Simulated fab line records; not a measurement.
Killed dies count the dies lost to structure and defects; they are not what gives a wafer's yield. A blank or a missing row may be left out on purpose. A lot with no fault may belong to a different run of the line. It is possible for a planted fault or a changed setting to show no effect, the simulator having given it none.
fab line records	flow sky130
[record] lots = 5	wafers = 15	last_day = 50
route steps=708 shown METAL1@434 PAD_OPEN@708
lots that met no fault: from a run of the same line without faults
start_h: the number of hours between the record's first day and the start of the first shown wafer of the lot	wait_h: time in hours since the lot's previous step	" the same as in the row above	L1.1+2: a row that stands for several wafers	- value missing, or start not given	* or withheld: withheld	< > ~ a bound
route shown NAME@n: NAME is a module with steps in the file, n the number in the route of the first one	usual: the fault-free wafers' mean and standard deviation	same: alike in all rows	chamber/n: place in a boat	sites: per-site readings	_std_site: standard deviation of those values	_edge_site: inner sites' mean taken away from outer sites' mean	radius_mm: for every site, how far away it sits from the centre of the wafer	mask NAME#n: copy n	behind: tool/chamber where the wafer was last shaped	hold: what put the lot on hold/how long, in hours/how the hold closed	device: the transistor (n, p or np) that didn't switch	end of line: at the end of the route, the tests of the same wafers	for a step that has no rows: nothing shown but its recipe	killed: not the wafer's yield, but the dies lost to structure and defects at the first sort	map: a wafer's dies, marking killed ones x, the rest . and places with no die _
set.NAME: the run value of the setting; set.NAME@STEP: its run value at that earlier step	model.NAME: the simulator's own value behind a step, which no gauge read
lots at some steps of the route; a table a step, a row a wafer
services: the hour from which a tool's chamber was out of use, counted from the record's first day as start_h (under 0 if before that day), plus the number of hours and why
[[steps]]
[step SKY_METAL1_SPUTTER_00]
[recipe] material = Ti	target_thk_nm = 15	power_w = 3000	time_s = 10	chamber_pressure_pa = 0.4
[step SKY_METAL1_SPUTTER_01]
[recipe] material = TiN	target_thk_nm = 20	power_w = 6500	time_s = 16.7	chamber_pressure_pa = 0.4
[usual] throttle_valve_pct = 30.1/0.69
lot.wafer	tool	chamber	start_h	wait_h	throttle_valve_pct
L594.1	pvd_sputter-03	-	826.76	0.0	30.2
L594.2	"	-	"	"	30.3
L594.4	"	-	"	"	30.5
L598.2	pvd_sputter-03	-	856.25	0.0	30.3
L598.4	"	-	"	"	29.6
L598.5	"	-	"	"	30.3
L603.1	pvd_sputter-04	-	892.95	0.0	31.2
L603.2	"	-	"	"	29.5
L603.3	"	-	"	"	30.9
L605.1	pvd_sputter-04	-	899.72	0.0	29.6
L605.4	"	-	"	"	31.1
L605.5	"	-	"	"	29.5
L606.1	pvd_sputter-04	-	912.48	0.0	29.6
L606.4	"	-	"	"	31.0
L606.6	"	-	"	"	29.5
[step SKY_METAL1_SPUTTER_02]
[recipe] material = AlCu	target_thk_nm = 250	power_w = 10600	time_s = 13.3	chamber_pressure_pa = 0.4
[step SKY_METAL1_SPUTTER_03]
[recipe] material = Ti	target_thk_nm = 5	power_w = 3000	time_s = 3.3	chamber_pressure_pa = 0.4
[usual] throttle_valve_pct = 30.1/0.67
lot.wafer	tool	chamber	start_h	wait_h	throttle_valve_pct
L594.1	pvd_sputter-03	-	826.81	0.0	29.9
L594.2	"	-	"	"	30.3
L594.4	"	-	"	"	30.3
L598.2	pvd_sputter-03	-	856.30	0.0	30.3
L598.4	"	-	"	"	29.4
L598.5	"	-	"	"	30.3
L603.1	pvd_sputter-04	-	893.00	0.0	30.9
L603.2	"	-	"	"	29.5
L603.3	"	-	"	"	30.8
L605.1	pvd_sputter-04	-	899.77	0.0	29.5
L605.4	"	-	"	"	31.1
L605.5	"	-	"	"	29.5
L606.1	pvd_sputter-04	-	912.53	0.0	29.9
L606.4	"	-	"	"	30.7
L606.6	"	-	"	"	29.5
[step SKY_METAL1_SPUTTER_04]
[recipe] material = TiN	target_thk_nm = 70	power_w = 6500	time_s = 58.3	chamber_pressure_pa = 0.4
[usual] throttle_valve_pct = 30.1/0.69
lot.wafer	tool	chamber	start_h	wait_h	throttle_valve_pct
L594.1	pvd_sputter-03	-	826.83	0.0	30.4
L594.2	"	-	"	"	30.6
L594.4	"	-	"	"	30.0
L598.2	pvd_sputter-03	-	856.32	0.0	30.4
L598.4	"	-	"	"	29.7
L598.5	"	-	"	"	30.1
L603.1	pvd_sputter-04	-	893.02	0.0	31.1
L603.2	"	-	"	"	29.7
L603.3	"	-	"	"	31.0
L605.1	pvd_sputter-04	-	899.79	0.0	29.5
L605.4	"	-	"	"	31.2
L605.5	"	-	"	"	29.5
L606.1	pvd_sputter-04	-	912.54	0.0	29.4
L606.4	"	-	"	"	31.0
L606.6	"	-	"	"	29.6
[step SKY_METAL1_RS_MEAS_05]
[recipe] thk_meas_gauge = four-point-probe	reads = TiN_of_METAL1_SPUTTER_04+Ti_of_METAL1_SPUTTER_03+AlCu_of_METAL1_SPUTTER_02+TiN_of_METAL1_SPUTTER_01+Ti_of_METAL1_SPUTTER_00
[usual] METAL1_ALCU_RS = 0.1270/0.0012
lot.wafer	tool	chamber	start_h	wait_h	METAL1_ALCU_RS[ohm/sq]
L594.1	film_metro-03	-	826.88	0.0	0.1262
L594.2	"	-	"	"	0.1269
L594.4	"	-	"	"	0.1265
L598.2	film_metro-03	-	856.39	0.0	0.1286
L598.4	"	-	"	"	0.1286
L598.5	"	-	"	"	0.1297
L603.1	film_metro-02	-	893.07	0.0	0.1241
L603.2	"	-	"	"	0.1244
L603.3	"	-	"	"	0.1249
L605.1	film_metro-04	-	899.84	0.0	0.1265
L605.4	"	-	"	"	0.1261
L605.5	"	-	"	"	0.1241
L606.1	film_metro-02	-	912.59	0.0	0.1273
L606.4	"	-	"	"	0.1264
L606.6	"	-	"	"	0.1276
[step SKY_METAL1_THK_MEAS_06]
[recipe] thk_meas_gauge = xrf	reads = AlCu_of_METAL1_SPUTTER_02
[usual] METAL1_ALCU_THK = 253.2/2.5
lot.wafer	tool	chamber	start_h	wait_h	METAL1_ALCU_THK[nm]
L594.1	film_metro-03	-	827.00	0.1	255.1
L594.2	"	-	"	"	254.5
L594.4	"	-	"	"	252.5
L598.2	film_metro-03	-	856.50	0.1	250.2
L598.4	"	-	"	"	248.8
L598.5	"	-	"	"	249.8
L603.1	film_metro-02	-	893.19	0.1	260.0
L603.2	"	-	"	"	260.3
L603.3	"	-	"	"	256.4
L605.1	film_metro-04	-	899.96	0.1	252.0
L605.4	"	-	"	"	254.2
L605.5	"	-	"	"	257.9
L606.1	film_metro-02	-	912.71	0.1	252.9
L606.4	"	-	"	"	254.3
L606.6	"	-	"	"	254.3
[step SKY_METAL1_DEHYDRATE_07]
[recipe] temp_c = 200	time_s = 60
[step SKY_METAL1_HMDS_08]
[recipe] prime_time_s = 60	prime_temp_c = 120
[step SKY_METAL1_COAT_09]
[recipe] resist = BARC	temp_c = withheld	time_s = withheld	spin_rpm = 3000	resist_thk_nm = 60
[step SKY_METAL1_COAT_10]
[recipe] resist = KrF-thick	spin_rpm = 3000	resist_thk_nm = 450
[step SKY_METAL1_SOFTBAKE_11]
[recipe] temp_c = 100	time_s = 90	resist = KrF-thick
[step SKY_METAL1_EXPOSE_12]
[recipe] mask_id = MM1	na = 0.8	source_shape = annular	sigma_inner = 0.55	sigma_outer = 0.85	target_cd_nm = 140	dose_mj = 28
[usual] focus_offset_nm = 0.0/0.48	reticle_temp_C = 23.01/0.1
[same] sigma_inner = 0.55	sigma_outer = 0.85
lot.wafer	tool	chamber	start_h	wait_h	mask	focus_offset_nm	reticle_temp_C
L594.1	krf_scanner-01	0	840.24	-	MM1#0	0.3	23.08
L594.2	"	0	"	"	MM1#0	0.1	22.92
L594.4	"	0	"	"	MM1#0	0.6	22.92
L598.2	krf_scanner-02	0	869.83	-	MM1#0	0.7	23.09
L598.4	"	0	"	"	MM1#0	0.4	23.06
L598.5	"	0	"	"	MM1#0	0.0	23.06
L603.1	krf_scanner-01	0	905.94	-	MM1#0	-0.7	23.08
L603.2	"	0	"	"	MM1#0	-0.3	23.10
L603.3	"	0	"	"	MM1#0	-0.4	23.10
L605.1	krf_scanner-02	0	912.61	-	MM1#0	0.6	22.96
L605.4	"	0	"	"	MM1#0	0.2	22.95
L605.5	"	0	"	"	MM1#0	0.2	22.89
L606.1	krf_scanner-01	0	925.49	-	MM1#0	-0.1	23.11
L606.4	"	0	"	"	MM1#0	-0.7	22.97
L606.6	"	0	"	"	MM1#0	-0.4	23.09
[step SKY_METAL1_PEB_13]
[recipe] peb_temp_c = withheld	peb_time_s = withheld	resist = KrF-thick
[step SKY_METAL1_DEVELOP_14]
[recipe] develop_time_s = 60	resist = KrF-thick	dev_temp_c = 21
[step SKY_METAL1_CD_MEAS_15]
[recipe] target_cd_nm = 140
[usual] cd_nm = 140.4/1.5
lot.wafer	tool	chamber	start_h	wait_h	cd_nm
L594.1	cd_sem-01	-	853.11	-	135.0
L594.2	"	-	"	"	135.2
L594.4	"	-	"	"	137.9
L598.2	cd_sem-01	-	882.78	-	142.3
L598.4	"	-	"	"	143.0
L598.5	"	-	"	"	142.7
L603.1	cd_sem-02	-	918.06	-	139.5
L603.2	"	-	"	"	139.6
L603.3	"	-	"	"	139.5
L605.1	cd_sem-01	-	924.84	-	139.7
L605.4	"	-	"	"	140.3
L605.5	"	-	"	"	141.7
L606.1	cd_sem-01	-	937.61	-	140.2
L606.4	"	-	"	"	137.8
L606.6	"	-	"	"	140.0
[step SKY_METAL1_OVL_MEAS_16]
[usual] METAL1_OVL = 0/5.9
lot.wafer	tool	chamber	start_h	wait_h	METAL1_OVL[nm]
L594.1	overlay-01	-	853.23	0.1	5
L594.2	"	-	"	"	0
L594.4	"	-	"	"	2
L598.2	overlay-02	-	882.88	0.1	4
L598.4	"	-	"	"	-5
L598.5	"	-	"	"	1
L603.1	overlay-01	-	918.18	0.1	-9
L603.2	"	-	"	"	-11
L603.3	"	-	"	"	-10
L605.1	overlay-01	-	924.96	0.1	5
L605.4	"	-	"	"	0
L605.5	"	-	"	"	10
L606.1	overlay-01	-	937.73	0.1	7
L606.4	"	-	"	"	2
L606.6	"	-	"	"	-2
[step SKY_METAL1_DESCUM_17]
[recipe] chemistry = O2	source_power_w = 150	bias_power_w = 0	pressure_mtorr = 10	temp_c = 40	time_s = 8
[usual] drypump_motor_current_A = 5.87/0.27	oes_product_au = 1.000/0.0066	rf_fwd_power_W = 146.7/0.77
lot.wafer	tool	chamber	start_h	wait_h	drypump_motor_current_A	oes_product_au	rf_fwd_power_W	rf_hours_counter_h	model.METAL1.cd_nm
L594.1	rie_metal-04	1	853.26	0.0	6.18	0.996	146.1	9	135.1
L594.2	"	0	"	"	5.93	1.006	145.6	5	134.6
L594.4	"	1	"	"	6.19	1.013	145.7	-	138
L598.2	rie_metal-01	0	882.91	0.0	5.48	1.003	145.9	13	142.1
L598.4	"	0	"	"	5.46	1.002	146.9	-	142.4
L598.5	"	0	"	"	5.49	1.010	146.5	-	142.1
L603.1	rie_metal-04	0	918.22	0.0	5.95	1.003	146.1	7	139.2
L603.2	"	1	"	"	6.21	1.006	146.2	11	139.7
L603.3	"	1	"	"	6.20	0.992	146.6	-	139.2
L605.1	rie_metal-01	0	924.99	0.0	5.42	1.004	146.5	15	140.1
L605.4	"	0	"	"	5.47	0.996	146.6	-	140.4
L605.5	"	1	"	"	6.14	0.991	147.8	-	141.7
L606.1	rie_metal-04	0	937.76	0.0	5.95	0.999	146.0	8	140.3
L606.4	"	1	"	"	6.18	1.004	146.1	-	138.3
L606.6	"	1	"	"	6.19	0.995	145.6	-	140.5
[step SKY_METAL1_ETCH_18]
[recipe] chemistry = N2/H2	target = BARC	ion_energy_ev = 200	bias_w = 100	pressure_mtorr = 30	n2_flow_sccm = 100	h2_flow_sccm = 200	icp_w = 500	stop_on = SiO2	time_s = 45.9	target_depth_a = 600
[usual] drypump_motor_current_A = 5.88/0.27	oes_product_au = 0.855/0.0043	rf_fwd_power_W = 493.3/2.3	throttle_valve_pct = 13.224/0.0099
lot.wafer	tool	chamber	start_h	wait_h	drypump_motor_current_A	oes_product_au	rf_fwd_power_W	rf_hours_counter_h	throttle_valve_pct
L594.1	rie_metal-04	1	853.29	0.0	6.20	0.848	490.2	9	13.233
L594.2	"	0	"	"	5.98	0.858	490.9	5	13.229
L594.4	"	1	"	"	6.25	0.853	490.0	-	13.237
L598.2	rie_metal-01	0	882.94	0.0	5.49	0.849	492.6	13	13.217
L598.4	"	0	"	"	5.51	0.851	493.5	-	13.218
L598.5	"	0	"	"	5.48	0.850	495.0	-	13.231
L603.1	rie_metal-04	0	918.25	0.0	5.98	0.853	491.3	7	13.245
L603.2	"	1	"	"	6.24	0.851	493.0	11	13.224
L603.3	"	1	"	"	6.25	0.850	491.4	-	13.222
L605.1	rie_metal-01	0	925.02	0.0	5.50	0.854	492.5	15	13.230
L605.4	"	0	"	"	5.49	0.850	493.4	-	13.226
L605.5	"	1	"	"	6.16	0.861	495.2	-	13.214
L606.1	rie_metal-04	0	937.79	0.0	5.95	0.857	493.6	8	13.225
L606.4	"	1	"	"	6.22	0.855	489.8	-	13.233
L606.6	"	1	"	"	6.19	0.854	491.7	-	13.228
[step SKY_METAL1_METAL_ETCH_19]
[recipe] target_depth_a = 3600	stop_on = SiO2	over_etch_frac = 0.3	time_s = 78	chemistry = Cl2/BCl3	resist_sidewall_deg = 88	pressure_mtorr = 10	icp_w = 900	bias_w = 48.5	Cl2_flow_sccm = 60	bcl3_flow_sccm = 30
[usual] drypump_motor_current_A = 5.87/0.27	mfc_cl2_sccm = 60.01/0.19	oes_product_au = 0.853/0.0053	rf_fwd_power_W = 891/3.5	throttle_valve_pct = 22.265/0.0084
lot.wafer	tool	chamber	start_h	wait_h	drypump_motor_current_A	mfc_cl2_sccm	oes_product_au	rf_fwd_power_W	rf_hours_counter_h	throttle_valve_pct	model.METAL1.cd_nm
L594.1	rie_metal-04	1	853.36	0.0	6.18	59.99	0.857	887	9	22.262	136.5
L594.2	"	0	"	"	5.95	60.15	0.858	892	5	22.251	134.2
L594.4	"	1	"	"	6.20	60.24	0.855	886	-	22.256	138.7
L598.2	rie_metal-01	0	883.01	0.0	5.44	60.20	0.854	888	13	22.255	140.2
L598.4	"	0	"	"	5.46	60.09	0.854	889	-	22.267	141.6
L598.5	"	0	"	"	5.48	59.91	0.840	890	-	22.254	140.5
L603.1	rie_metal-04	0	918.31	0.0	5.95	60.09	0.857	888	7	22.277	137.6
L603.2	"	1	"	"	6.20	60.06	0.858	887	11	22.262	139
L603.3	"	1	"	"	6.21	60.23	0.855	887	-	22.259	138.1
L605.1	rie_metal-01	0	925.09	0.0	5.49	60.27	0.859	893	15	22.263	138.7
L605.4	"	0	"	"	5.49	59.94	0.857	893	-	22.272	138.9
L605.5	"	1	"	"	6.20	59.96	0.863	894	-	22.257	140.7
L606.1	rie_metal-04	0	937.86	0.0	5.95	59.92	0.850	889	8	22.270	140.6
L606.4	"	1	"	"	6.20	60.39	0.857	885	-	22.257	138.7
L606.6	"	1	"	"	6.19	59.64	0.852	888	-	22.267	139.9
[step SKY_METAL1_STRIP_20]
[recipe] chemistry = O2/N2	power_w = 1400	pressure_mtorr = 1500	platen_temp_c = withheld	o2_flow_sccm = 3000	n2_flow_sccm = 300	overash_fraction = 0.5
[usual] drypump_motor_current_A = 6.0/0.48	oes_product_au = 0.343/0.0048	strip_time_to_endpoint_s = 2.700/0.029
lot.wafer	tool	chamber	start_h	wait_h	drypump_motor_current_A	oes_product_au	rf_hours_counter_h	strip_time_to_endpoint_s
L594.1	plasma_asher-01	0	853.45	0.1	5.4	0.344	103	2.651
L594.2	"	1	"	"	6.6	0.333	103	2.688
L594.4	"	0	"	"	5.4	0.351	-	2.632
L598.2	plasma_asher-02	0	883.10	0.1	6.6	0.349	14	2.708
L598.4	"	1	"	"	6.4	0.347	-	2.688
L598.5	"	1	"	"	6.5	0.345	-	2.729
L603.1	plasma_asher-02	1	918.40	0.1	6.5	0.346	18	2.672
L603.2	"	0	"	"	6.6	0.344	18	2.716
L603.3	"	1	"	"	6.5	0.348	-	2.724
L605.1	plasma_asher-04	1	925.18	0.1	6.0	0.348	79	2.709
L605.4	"	0	"	"	5.6	0.334	-	2.668
L605.5	"	0	"	"	5.6	0.347	-	2.715
L606.1	plasma_asher-01	0	937.95	0.1	5.4	0.349	110	2.672
L606.4	"	1	"	"	6.6	0.352	-	2.706
L606.6	"	0	"	"	5.4	0.342	-	2.716
[step SKY_PAD_OPEN_PROBE_99]
[usual] defect_limited_yield = 82.8/1.9	killed_at_M0_to_M3 = 42/6.9	killed_at_M4_up = 3.2/1.7	killed_at_contacts = 23/5.5	killed_at_front_end = 16/4	killed_at_other = 0.4/0.55	killed_dies = 85/9.2	killed_open = 46/6.8	killed_short = 38/6.2	sort_bin_3_pad_short = 0.9/0.4	sort_bin_5_function = 10.2/1.5	sort_bin_6_memory = 6.2/1.1	sort_n_pass = 407/9.2	sort_yield_pct = 82.8/1.9
[same] gross_dies = 492	killed_at_back_side = 0	sort_bin_4_leakage[%] = 0	sort_bin_8_speed[%] = 0
lot.wafer	tool	chamber	start_h	wait_h	defect_limited_yield[%]	killed_at_M0_to_M3	killed_at_M4_up	killed_at_contacts	killed_at_front_end	killed_at_other	killed_dies	killed_open	killed_short	sort_bin_3_pad_short[%]	sort_bin_5_function[%]	sort_bin_6_memory[%]	sort_n_pass	sort_yield_pct[%]	model.etest.met1.width_nm
L594.1	prober-01	-	1144.56	0.1	86.0	35	2	22	10	0	69	38	31	0.4	8.3	5.3	423	86.0	134.4
L594.2	prober-01	-	1144.61	0.1	83.9	39	3	20	16	1	79	47	31	0.8	7.5	7.7	413	83.9	130.2
L594.4	prober-01	-	1144.71	0.2	81.3	48	3	25	15	1	92	57	35	0.2	11.4	7.1	400	81.3	138.1
L598.2	prober-01	-	1163.36	0.1	83.7	31	5	29	15	0	80	47	33	0.6	9.8	5.9	412	83.7	144
L598.4	prober-01	-	1163.46	0.2	79.1	49	6	27	21	0	103	61	42	1.0	13.0	6.9	389	79.1	142.7
L598.5	prober-01	-	1163.51	0.2	82.5	41	2	28	15	0	86	43	43	1.0	9.8	6.7	406	82.5	141.1
L603.1	prober-02	-	1188.63	0.1	82.5	39	0	25	22	0	86	43	39	0.6	11.0	5.9	406	82.5	137.7
L603.2	prober-02	-	1188.68	0.1	82.3	39	3	33	12	0	87	50	36	0.6	10.4	6.7	405	82.3	140
L603.3	prober-02	-	1188.73	0.2	83.7	40	3	21	15	1	80	36	42	0.8	8.7	6.7	412	83.7	141.6
L605.1	prober-02	-	1191.88	0.1	83.1	45	0	18	20	0	83	43	40	0.8	9.1	6.9	409	83.1	135.9
L605.4	prober-02	-	1192.03	0.2	82.1	49	1	23	15	0	88	50	38	0.8	10.6	6.5	404	82.1	142
L605.5	prober-02	-	1192.08	0.2	81.7	47	2	26	15	0	90	47	43	0.8	11.0	6.5	402	81.7	139.8
L606.1	prober-01	-	1200.66	0.1	84.6	36	2	20	18	0	76	40	36	1.4	8.9	5.1	416	84.6	145.1
L606.4	prober-01	-	1200.81	0.2	81.9	33	1	35	19	1	89	51	36	0.8	10.6	6.7	403	81.9	140.4
L606.6	prober-01	-	1200.91	0.2	83.9	41	1	18	18	1	79	44	35	1.2	8.7	6.1	413	83.9	142.7
// killed by level:class
L594.1 VIA1:geometric_particle:open=12 CONTACT:geometric_particle:open=8 CONTACT:geometric_particle:short=5 METAL2:geometric_particle:short=4 METAL1:geometric_particle:short=3 LOCAL_INTERCONNECT:geometric_particle:open=3 VIA1:geometric_particle:short=3 VIA2:geometric_particle:open=3
L594.2 VIA1:geometric_particle:open=15 CONTACT:geometric_particle:open=8 VIA1:geometric_particle:short=5 VIA3:geometric_particle:open=5 FIELD_ISO:geometric_particle:short=4 LI_CONTACT:geometric_particle:open=4 LOCAL_INTERCONNECT:geometric_particle:short=4 VIA2:geometric_particle:open=4
L594.4 VIA1:geometric_particle:open=17 LI_CONTACT:geometric_particle:open=9 CONTACT:geometric_particle:open=9 VIA1:geometric_particle:short=8 FIELD_ISO:geometric_particle:short=6 VIA3:geometric_particle:open=5 VIA2:geometric_particle:open=5 METAL2:geometric_particle:short=4
L598.2 LI_CONTACT:geometric_particle:open=8 VIA2:geometric_particle:open=8 CONTACT:geometric_particle:open=7 POLY_GATE:geometric_particle:short=6 VIA1:geometric_particle:open=6 VIA3:geometric_particle:open=5 LOCAL_INTERCONNECT:geometric_particle:short=5 LI_CONTACT:geometric_particle:short=4
L598.4 CONTACT:geometric_particle:open=12 VIA2:geometric_particle:open=9 FIELD_ISO:geometric_particle:open=8 VIA1:geometric_particle:open=8 METAL2:geometric_particle:short=8 VIA3:geometric_particle:open=7 LI_CONTACT:geometric_particle:open=7 CONTACT:geometric_particle:short=5
L598.5 CONTACT:geometric_particle:open=11 METAL1:geometric_particle:short=7 VIA2:geometric_particle:open=7 LOCAL_INTERCONNECT:geometric_particle:short=6 VIA1:geometric_particle:open=6 POLY_GATE:geometric_particle:short=5 CONTACT:geometric_particle:short=5 VIA1:geometric_particle:short=5
L603.1 CONTACT:geometric_particle:open=7 LI_CONTACT:geometric_particle:open=7 VIA1:geometric_particle:open=7 VIA3:geometric_particle:short=6 LI_CONTACT:geometric_particle:short=4 METAL2:geometric_particle:short=4 VIA1:geometric_particle:short=4 VIA2:geometric_particle:open=4
L603.2 CONTACT:geometric_particle:open=13 LI_CONTACT:geometric_particle:open=7 VIA3:geometric_particle:open=6 LOCAL_INTERCONNECT:geometric_particle:short=6 VIA1:geometric_particle:short=6 VIA1:geometric_particle:open=6 VIA2:geometric_particle:open=6 CONTACT:geometric_particle:short=5
L603.3 METAL1:geometric_particle:short=9 VIA1:geometric_particle:open=7 VIA3:geometric_particle:open=7 CONTACT:geometric_particle:open=6 METAL2:geometric_particle:short=6 LI_CONTACT:geometric_particle:open=5 CONTACT:geometric_particle:short=5 FIELD_ISO:geometric_particle:short=4
L605.1 VIA3:geometric_particle:open=11 VIA1:geometric_particle:open=9 CONTACT:geometric_particle:open=7 POLY_GATE:geometric_particle:short=7 VIA1:geometric_particle:short=6 FIELD_ISO:geometric_particle:short=5 LI_CONTACT:geometric_particle:open=5 CONTACT:geometric_particle:short=4
L605.4 VIA1:geometric_particle:open=12 VIA3:geometric_particle:open=8 CONTACT:geometric_particle:open=7 METAL2:geometric_particle:short=7 VIA2:geometric_particle:open=7 CONTACT:geometric_particle:short=6 LI_CONTACT:geometric_particle:open=4 FIELD_ISO:geometric_particle:open=3
L605.5 VIA1:geometric_particle:open=14 CONTACT:geometric_particle:open=10 VIA1:geometric_particle:short=8 VIA3:geometric_particle:open=7 CONTACT:geometric_particle:short=6 FIELD_ISO:geometric_particle:short=5 LOCAL_INTERCONNECT:geometric_particle:short=4 METAL1:geometric_particle:short=4
L606.1 VIA1:geometric_particle:open=12 CONTACT:geometric_particle:open=8 FIELD_ISO:geometric_particle:open=6 FIELD_ISO:geometric_particle:short=6 LOCAL_INTERCONNECT:geometric_particle:short=5 METAL1:geometric_particle:short=4 POLY_GATE:geometric_particle:short=4 VIA3:geometric_particle:open=4
L606.4 LI_CONTACT:geometric_particle:open=11 CONTACT:geometric_particle:open=11 LOCAL_INTERCONNECT:geometric_particle:short=8 FIELD_ISO:geometric_particle:open=6 VIA3:geometric_particle:open=6 VIA1:geometric_particle:short=6 VIA2:geometric_particle:open=5 VIA1:geometric_particle:open=5
L606.6 CONTACT:geometric_particle:open=9 METAL1:geometric_particle:short=6 VIA1:geometric_particle:open=6 VIA2:geometric_particle:open=6 VIA3:geometric_particle:open=6 POLY_GATE:geometric_particle:open=5 METAL2:geometric_particle:short=5 FIELD_ISO:geometric_particle:short=4
[[services]]
tool	chamber	start_h	hours	kind
krf_scanner-02	-	806.81	1.0	pm
plasma_asher-02	-	807.22	0.5	repair
pvd_sputter-04	0	814.33	-	consumable_replace:kit
pvd_sputter-04	0	814.33	18.0	scheduled_down
pvd_sputter-04	0	814.33	18.0	vent_cycle
pvd_sputter-03	1	814.63	-	consumable_replace:kit
pvd_sputter-03	1	814.63	18.0	scheduled_down
pvd_sputter-03	1	814.63	18.0	vent_cycle
krf_scanner-02	-	829.86	4.4	pm
krf_scanner-01	-	834.23	3.6	pm
pvd_sputter-04	-	847.65	3.6	repair
krf_scanner-02	-	848.44	4.0	pm
krf_scanner-02	-	857.07	1.3	pm
krf_scanner-01	-	859.72	0.3	repair
rie_metal-01	-	861.80	0.6	repair
krf_scanner-02	-	876.76	0.8	pm
plasma_asher-01	-	877.02	18.8	repair
plasma_asher-01	-	879.27	0.5	repair
krf_scanner-01	-	881.76	1.3	pm
krf_scanner-01	-	896.02	4.0	pm
krf_scanner-01	-	917.58	0.8	pm
rie_metal-04	-	920.24	0.8	repair
krf_scanner-02	-	928.98	3.6	pm
plasma_asher-04	-	935.76	2.8	pm
[[key]]
[first_sign] step = SKY_METAL1_CD_MEAS_15	reading = cd_nm	direction = down	sigmas = 2.9	usual = 140.4	struck = 136.0	wafers_moved = 2
effect none on later readings
[model_effect] step = SKY_METAL1_DESCUM_17	value = METAL1.cd_nm	without = 139.4	struck = 135.9
[model_effect] step = SKY_METAL1_METAL_ETCH_19	value = METAL1.cd_nm	without = 140	struck = 136.5
[model_effect] step = SKY_PAD_OPEN_PROBE_99	value = etest.met1.width_nm	without = 137.8	struck = 134.2
met_at SKY_METAL1_EXPOSE_12
struck_wafers L594.1,L594.2,L594.4
[fault] kind = process_parameter_drift	tool = krf_scanner-01	chamber = -	onset_h = 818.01	steps = SKY_METAL1_EXPOSE_12	channel = focus_nm	offset = 62.923	spread_by_wafer = 0.3	shape = step	end_h = 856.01
